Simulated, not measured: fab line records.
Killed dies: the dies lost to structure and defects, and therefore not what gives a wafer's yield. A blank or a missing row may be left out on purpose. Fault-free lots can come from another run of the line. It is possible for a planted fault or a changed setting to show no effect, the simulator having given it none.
The tool behind it: which one? :: flow gf180mcu :: 14 lots, 42 wafers sampled, at 5 steps of a route of 602

WHAT THE GAUGES SHOWED, per wafer
GF_V1_THK_MEAS_01. Usual: V1_CVD_00_THK gives 602 nm (standard deviation 5.8).
lot: L654
measured: day 17 21:04
on: filmMetro-01
V1_CVD_00_THK (nm): 598 602 598
flag: 

lot: L655
measured: day 18 07:45
on: filmMetro-01
V1_CVD_00_THK (nm): 602 597 607
flag: 

lot: L656
measured: day 18 16:19
on: filmMetro-01
V1_CVD_00_THK (nm): 599 594 591
flag: 

lot: L657
measured: day 19 03:35
on: filmMetro-03
V1_CVD_00_THK (nm): 592 605 599
flag: 

lot: L659
measured: day 19 17:53
on: filmMetro-01
V1_CVD_00_THK (nm): 608 617 615
flag: 

lot: L661
measured: day 20 10:33
on: filmMetro-02
V1_CVD_00_THK (nm): 607 601 610
flag: 

lot: L662
measured: day 20 23:28
on: filmMetro-02
V1_CVD_00_THK (nm): 603 605 597
flag: 

lot: L664
measured: day 22 01:20
on: filmMetro-03
V1_CVD_00_THK (nm): 605 601 601
flag: 

lot: L672
measured: day 24 10:28
on: filmMetro-02
V1_CVD_00_THK (nm): 594 590 591
flag: 

lot: L674
measured: day 25 02:45
on: filmMetro-02
V1_CVD_00_THK (nm): 607 611 607
flag: 

lot: L673
measured: day 25 03:46
on: filmMetro-01
V1_CVD_00_THK (nm): 611 611 614
flag: 

lot: L675
measured: day 25 03:58
on: filmMetro-01
V1_CVD_00_THK (nm): 598 592 598
flag: 

GF_V1_CD_MEAS_14 targets a cd of 260 nm. Usual: cdNm at 260.3 nm, with a standard deviation of 1.3.
lot: L654
measured: day 18 21:50
on: cdSem-01
cdNm (nm): 262.6 263.8 263.4
flag: 

lot: L655
measured: day 19 08:42
on: cdSem-02
cdNm (nm): 260.2 259.5 261.6
flag: 

lot: L656
measured: day 19 16:37
on: cdSem-01
cdNm (nm): 261.5 261.4 263.5
flag: 

lot: L657
measured: day 20 04:06
on: cdSem-02
cdNm (nm): 260.0 260.3 260.4
flag: 

lot: L659
measured: day 20 18:41
on: cdSem-01
cdNm (nm): 259.1 259.2 259.9
flag: 

lot: L661
measured: day 21 10:38
on: cdSem-01
cdNm (nm): 259.3 257.2 259.2
flag: 

lot: L662
measured: day 21 23:56
on: cdSem-01
cdNm (nm): 259.1 258.9 259.6
flag: 

lot: L664
measured: day 23 00:50
on: cdSem-02
cdNm (nm): 261.4 262.1 260.5
flag: 

lot: L672
measured: day 25 08:55
on: cdSem-02
cdNm (nm): 262.7 262.2 261.7
flag: 

lot: L674
measured: day 26 00:11
on: cdSem-01
cdNm (nm): 259.9 259.0 258.8
flag: 

lot: L673
measured: day 26 01:38
on: cdSem-01
cdNm (nm): 258.1 257.6 257.8
flag: 

lot: L675
measured: day 26 01:53
on: cdSem-01
cdNm (nm): 260.8 260.9 260.8
flag: 

GF_V2_THK_MEAS_03. Usual: V2_CVD_02_THK gives 851 nm (standard deviation 10).
lot: L654
measured: day 20 01:26
on: filmMetro-04
V2_CVD_02_THK (nm): 841 848 846
flag: 

lot: L655
measured: day 20 12:20
on: filmMetro-04
V2_CVD_02_THK (nm): 859 863 863
flag: 

lot: L656
measured: day 20 19:23
on: filmMetro-01
V2_CVD_02_THK (nm): 846 843 860
flag: 

lot: L657
measured: day 21 06:55
on: filmMetro-02
V2_CVD_02_THK (nm): 844 834 837
flag: 

lot: L659
measured: day 21 21:42
on: filmMetro-01
V2_CVD_02_THK (nm): 839 850 852
flag: 

lot: L661
measured: day 22 12:59
on: filmMetro-01
V2_CVD_02_THK (nm): 850 852 846
flag: 

lot: L662
measured: day 23 02:05
on: filmMetro-02
V2_CVD_02_THK (nm): 851 853 859
flag: 

lot: L664
measured: day 24 02:04
on: filmMetro-01
V2_CVD_02_THK (nm): 853 861 851
flag: 

lot: L672
measured: day 26 08:55
on: filmMetro-04
V2_CVD_02_THK (nm): 847 849 867
flag: 

lot: L674
measured: day 26 22:55
on: filmMetro-04
V2_CVD_02_THK (nm): 855 853 881
flag: 

lot: L673
measured: day 27 01:29
on: filmMetro-04
V2_CVD_02_THK (nm): 859 866 855
flag: 

lot: L675
measured: day 27 01:34
on: filmMetro-04
V2_CVD_02_THK (nm): 849 843 855
flag: 

WHAT TOOL EACH LOT RAN ON (gives the tool, then ch and the chambers of the sampled wafers, and finally the start)
lot: L654
GF_M1_METAL_ETCH_16: rieMetal-01 ch 0,1, day 17 20:20
GF_M1_STRIP_17: plasmaAsher-01 ch 0,1, day 17 20:28

lot: L655
GF_M1_METAL_ETCH_16: rieMetal-04 ch 0,1, day 18 07:02
GF_M1_STRIP_17: plasmaAsher-03 ch 0,1, day 18 07:09

lot: L656
GF_M1_METAL_ETCH_16: rieMetal-01 ch 0,1, day 18 15:35
GF_M1_STRIP_17: plasmaAsher-01 ch 0,1, day 18 15:43

lot: L657
GF_M1_METAL_ETCH_16: rieMetal-02 ch 0,1, day 19 02:50
GF_M1_STRIP_17: plasmaAsher-04 ch 0,1, day 19 02:58

lot: L659
GF_M1_METAL_ETCH_16: rieMetal-01 ch 0,1, day 19 17:07
GF_M1_STRIP_17: plasmaAsher-01 ch 0,1, day 19 17:14

lot: L661
GF_M1_METAL_ETCH_16: rieMetal-01 ch 0,1, day 20 09:49
GF_M1_STRIP_17: plasmaAsher-04 ch 0,1, day 20 09:56

lot: L662
GF_M1_METAL_ETCH_16: rieMetal-04 ch 0,1, day 20 22:43
GF_M1_STRIP_17: plasmaAsher-04 ch 0,1, day 20 22:50

lot: L663
GF_M1_METAL_ETCH_16: rieMetal-01 ch 0,1, day 21 02:42
GF_M1_STRIP_17: plasmaAsher-01 ch 0,1, day 21 02:49

lot: L664
GF_M1_METAL_ETCH_16: rieMetal-04 ch 0, day 22 00:32
GF_M1_STRIP_17: plasmaAsher-03 ch 0,1, day 22 00:42

lot: L665
GF_M1_METAL_ETCH_16: rieMetal-01 ch 0,1, day 22 01:40
GF_M1_STRIP_17: plasmaAsher-01 ch 0,1, day 22 01:48

lot: L672
GF_M1_METAL_ETCH_16: rieMetal-01 ch 0,1, day 24 09:44
GF_M1_STRIP_17: plasmaAsher-04 ch 0,1, day 24 09:52

lot: L674
GF_M1_METAL_ETCH_16: rieMetal-02 ch 0, day 25 02:01
GF_M1_STRIP_17: plasmaAsher-04 ch 0,1, day 25 02:08

lot: L673
GF_M1_METAL_ETCH_16: rieMetal-01 ch 0,1, day 25 02:53
GF_M1_STRIP_17: plasmaAsher-03 ch 0,1, day 25 03:01

lot: L675
GF_M1_METAL_ETCH_16: rieMetal-02 ch 0,1, day 25 03:14
GF_M1_STRIP_17: plasmaAsher-03 ch 0,1, day 25 03:22
- GF_M1_METAL_ETCH_16: etches the open film in Cl2/BCl3, stops on SiO2, target depth 750.8 nm, time 125.1 s.
- GF_M1_STRIP_17: strips in O2/N2.

WHAT THE TOOLS THEMSELVES READ (means of the sampled wafers that have a number; where no wafer has one, the mark that the record gives instead)
GF_M1_METAL_ETCH_16. Usual: bcl3FlowSccm 39.99 sccm, standard deviation 0.13; drypumpMotorCurrentA 5.7 A, standard deviation 0.55; oesProductAu 0.988 a.u., standard deviation 0.0065; throttleValvePct 28.233 %, standard deviation 0.011.
lot: L654
tool: rieMetal-01
bcl3FlowSccm (sccm): 39.84
drypumpMotorCurrentA (A): 5.2
oesProductAu (a.u.): 0.990
throttleValvePct (%): 28.225
flag: 

lot: L655
tool: rieMetal-04
bcl3FlowSccm (sccm): 40.04
drypumpMotorCurrentA (A): 5.8
oesProductAu (a.u.): 0.984
throttleValvePct (%): 28.242
flag: 

lot: L656
tool: rieMetal-01
bcl3FlowSccm (sccm): 40.04
drypumpMotorCurrentA (A): 5.2
oesProductAu (a.u.): 0.994
throttleValvePct (%): 28.226
flag: 

lot: L657
tool: rieMetal-02
bcl3FlowSccm (sccm): 39.96
drypumpMotorCurrentA (A): 6.3
oesProductAu (a.u.): 0.982
throttleValvePct (%): 28.235
flag: 

lot: L659
tool: rieMetal-01
bcl3FlowSccm (sccm): 40.04
drypumpMotorCurrentA (A): 5.3
oesProductAu (a.u.): 0.990
throttleValvePct (%): 28.240
flag: 

lot: L661
tool: rieMetal-01
bcl3FlowSccm (sccm): 39.95
drypumpMotorCurrentA (A): 5.2
oesProductAu (a.u.): 0.984
throttleValvePct (%): 28.228
flag: 

lot: L662
tool: rieMetal-04
bcl3FlowSccm (sccm): 39.98
drypumpMotorCurrentA (A): 5.9
oesProductAu (a.u.): 0.991
throttleValvePct (%): 28.220
flag: 

lot: L663
tool: rieMetal-01
bcl3FlowSccm (sccm): 40.04
drypumpMotorCurrentA (A): 5.2
oesProductAu (a.u.): 0.787
throttleValvePct (%): 28.449
flag: OFF

lot: L664
tool: rieMetal-04
bcl3FlowSccm (sccm): 40.20
drypumpMotorCurrentA (A): 5.5
oesProductAu (a.u.): 0.985
throttleValvePct (%): 28.248
flag: 

lot: L665
tool: rieMetal-01
bcl3FlowSccm (sccm): 40.11
drypumpMotorCurrentA (A): 5.1
oesProductAu (a.u.): 0.778
throttleValvePct (%): 28.468
flag: OFF

lot: L672
tool: rieMetal-01
bcl3FlowSccm (sccm): 40.11
drypumpMotorCurrentA (A): 5.2
oesProductAu (a.u.): 0.986
throttleValvePct (%): 28.223
flag: 

lot: L674
tool: rieMetal-02
bcl3FlowSccm (sccm): 40.07
drypumpMotorCurrentA (A): 6.3
oesProductAu (a.u.): 0.986
throttleValvePct (%): 28.238
flag: 

lot: L673
tool: rieMetal-01
bcl3FlowSccm (sccm): 40.02
drypumpMotorCurrentA (A): 5.1
oesProductAu (a.u.): 0.990
throttleValvePct (%): 28.231
flag: 

lot: L675
tool: rieMetal-02
bcl3FlowSccm (sccm): 40.05
drypumpMotorCurrentA (A): 6.3
oesProductAu (a.u.): 0.981
throttleValvePct (%): 28.248
flag: 

GF_M1_STRIP_17. Usual: drypumpMotorCurrentA 5.6 A, standard deviation 0.46; heaterPowerW 320 W, standard deviation 22; oesProductAu 0.538 a.u., standard deviation 0.0053; stripTimeToEndpointS 7.41 s, standard deviation 0.049.
lot: L654
tool: plasmaAsher-01
drypumpMotorCurrentA (A): 5.5
heaterPowerW (W): 323
oesProductAu (a.u.): 0.536
stripTimeToEndpointS (s): 7.40
flag: 

lot: L655
tool: plasmaAsher-03
drypumpMotorCurrentA (A): 6.3
heaterPowerW (W): 345
oesProductAu (a.u.): 0.540
stripTimeToEndpointS (s): 7.39
flag: 

lot: L656
tool: plasmaAsher-01
drypumpMotorCurrentA (A): 5.5
heaterPowerW (W): 322
oesProductAu (a.u.): 0.530
stripTimeToEndpointS (s): 7.33
flag: 

lot: L657
tool: plasmaAsher-04
drypumpMotorCurrentA (A): 5.3
heaterPowerW (W): 301
oesProductAu (a.u.): 0.538
stripTimeToEndpointS (s): 7.47
flag: 

lot: L659
tool: plasmaAsher-01
drypumpMotorCurrentA (A): 5.5
heaterPowerW (W): 323
oesProductAu (a.u.): 0.535
stripTimeToEndpointS (s): 7.36
flag: 

lot: L661
tool: plasmaAsher-04
drypumpMotorCurrentA (A): 5.3
heaterPowerW (W): 301
oesProductAu (a.u.): 0.533
stripTimeToEndpointS (s): 7.35
flag: 

lot: L662
tool: plasmaAsher-04
drypumpMotorCurrentA (A): 5.3
heaterPowerW (W): 296
oesProductAu (a.u.): 0.535
stripTimeToEndpointS (s): 7.39
flag: 

lot: L663
tool: plasmaAsher-01
drypumpMotorCurrentA (A): 5.5
heaterPowerW (W): 324
oesProductAu (a.u.): 0.580
stripTimeToEndpointS (s): 8.39
flag: OFF

lot: L664
tool: plasmaAsher-03
drypumpMotorCurrentA (A): 5.9
heaterPowerW (W): 320
oesProductAu (a.u.): 0.538
stripTimeToEndpointS (s): 7.41
flag: 

lot: L665
tool: plasmaAsher-01
drypumpMotorCurrentA (A): 5.6
heaterPowerW (W): 328
oesProductAu (a.u.): 0.576
stripTimeToEndpointS (s): 8.41
flag: OFF

lot: L672
tool: plasmaAsher-04
drypumpMotorCurrentA (A): 5.2
heaterPowerW (W): 292
oesProductAu (a.u.): 0.535
stripTimeToEndpointS (s): 7.42
flag: 

lot: L674
tool: plasmaAsher-04
drypumpMotorCurrentA (A): 5.3
heaterPowerW (W): 302
oesProductAu (a.u.): 0.547
stripTimeToEndpointS (s): 7.49
flag: 

lot: L673
tool: plasmaAsher-03
drypumpMotorCurrentA (A): 6.3
heaterPowerW (W): 341
oesProductAu (a.u.): 0.541
stripTimeToEndpointS (s): 7.43
flag: 

lot: L675
tool: plasmaAsher-03
drypumpMotorCurrentA (A): 5.9
heaterPowerW (W): 329
oesProductAu (a.u.): 0.541
stripTimeToEndpointS (s): 7.49
flag: 

THE ANSWER, worked out from the rows above alone
Rule: a lot counts as off when the mean over its wafers that have a number is more than 3 standard deviations away from the usual mean. Also off: a lot with no number at a reading for which 4 or more lots have one. Any other lot the step has rows for is counted as sound. First the gauges in route order, then the tools' own readings, where a lot's mean is used as printed above. The first step at which some lot is off is used, and at that step the reading that is off furthest; a lot without a number counts as furthest.
Off, at GF_M1_METAL_ETCH_16 on oesProductAu: L663, L665.
If a tool, at that step or one of the process steps before it, ran each lot that is off and ran no sound lot following the first of them, it fits. Not one of the candidates tried fits.

WHAT WAS PUT IN BY THE SIMULATOR
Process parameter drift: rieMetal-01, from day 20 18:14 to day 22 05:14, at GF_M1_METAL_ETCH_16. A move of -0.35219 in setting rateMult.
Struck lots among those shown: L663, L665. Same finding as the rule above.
